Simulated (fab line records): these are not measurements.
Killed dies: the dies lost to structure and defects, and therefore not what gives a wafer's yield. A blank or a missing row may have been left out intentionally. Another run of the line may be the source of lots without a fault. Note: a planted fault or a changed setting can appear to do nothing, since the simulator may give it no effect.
A lot that was struck, set against a sound lot :: flow gf180mcu :: 18 out of 602 route steps
Sound: the wafers L703.2, L703.3, L703.6. Struck: wafers L712.1, L712.2, L712.5. The cause comes at the end.
Per side, at each step with rows, come the tool, then ch with its chambers, and then its first start. Under that, the readings that differ: sound wafers :: struck wafers :: difference of the means :: sigmas: that difference in standard deviations of wafers without a fault.
alike: readings with means less than 2 such deviations apart, plus words and numbers identical on both sides. not compared: withheld readings, readings lacking a value on some wafer, bounds such as >300 that could conceal the same value, and numbers that have no deviation in the record and whose values overlap.
The two part at a step that has a row with sigmas, a row that says differs or no value, or rows on one side only. Non-overlapping numbers with no deviation appear without sigmas and do not part them. A reading that every wafer of one side lacks parts them only if that side has two wafers or more.

first, 1 step without rows for these wafers: GF_HV_LDD_CLEAN_51 (cleans in SC1/SC2, time 150 s).
GF_HV_LDD_RTA_52: time 10 s.
  sound on rtp anneal-02 ch 0, day 13 19:53; struck on rtp anneal-01 ch 0, day 16 22:54
  alike: lamp power pct, wafer_temp_C_max
GF_HV_LDD_RS_MEAS_53: measures by four-point-probe.
  sound on film metro-04, day 13 19:58; struck on film metro-03, day 16 22:58
  alike: HV_LDD_RS
then, 1 step without rows for these wafers: GF_HV_LDD_CVD_54 (deposits SiO2 from TEOS, target thk 10 nm, time 75 s).
GF_HV_LDD_THK_MEAS_55:
  sound on film metro-04, day 13 21:05; struck on film metro-04, day 17 00:07
  alike: HV_LDD_CVD_54_THK
then, 1 step without rows for these wafers: GF_HV_LDD_CVD_56 (deposits Si3N4 from DCS/NH3, target thk 90 nm, time 1543 s).
GF_HV_LDD_THK_MEAS_57:
  sound on film metro-01, day 13 22:35; struck on film metro-01, day 17 01:36
  alike: HV_LDD_CVD_56_THK
GF_HV_LDD_ETCHBACK_58: etches Si3N4 in CH3F/O2, stops on SiO2, time 100 s, target depth 90 nm.
  sound on rie diel-02 ch 0,2,3, day 13 22:38; struck on rie diel-03 ch 0,1,2, day 17 01:40
  alike: drypump motor current A, oes product au, throttle valve pct
  not compared: rf hours counter h
then, 4 steps without rows for these wafers: GF_NSD_DEHYDRATE_00 (time 60 s); GF_NSD_HMDS_01 (prime time 60 s); GF_NSD_COAT_02 (resist thk 1000 nm); GF_NSD_SOFTBAKE_03 (time 60 s).
GF_NSD_EXPOSE_04: exposes mask Nplus, target cd 400 nm.
  sound on iline stepper-01 ch 0, day 14 09:14; struck on iline stepper-02 ch 0, day 17 13:35
reading: exposure dose mJ cm2
sound: 139.85 139.82 139.84
struck: 127.37 127.23 127.04
difference: -12.62
sigmas: -79
  alike: mask
then, 2 steps without rows for these wafers: GF_NSD_PEB_05; GF_NSD_DEVELOP_06 (develop time 60 s).
GF_NSD_CD_MEAS_07 targets a cd of 400 nm.
  sound on cd sem-02, day 14 19:30; struck on cd sem-01, day 18 01:08
reading: cd nm (nm)
sound: 402.2 400.1 401.8
struck: 369.3 371.8 371.8
difference: -30.4
sigmas: -14
GF_NSD_OVL_MEAS_08:
  sound on overlay-02, day 14 19:36; struck on overlay-01, day 18 01:15
  alike: NSD_OVL
-- the record jumps here: 15 days lie between the struck wafers' starts before and after (it left off in module NSD and takes up again in module PASSIVATION, whose first step shown is number 602 of the route) --
GF_PASSIVATION_PROBE_99:
  record: rows for the struck wafers here (prober-02, day 33 00:20), none for the sound ones

## WHERE THEY PART
Earliest at GF_NSD_EXPOSE_04; latest, in this record, at GF_PASSIVATION_PROBE_99.

WHY: what had been put in by the simulator
Drift in process parameters on iline stepper-02 at GF_NSD_EXPOSE_04, starting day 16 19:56. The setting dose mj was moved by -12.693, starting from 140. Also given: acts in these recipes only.
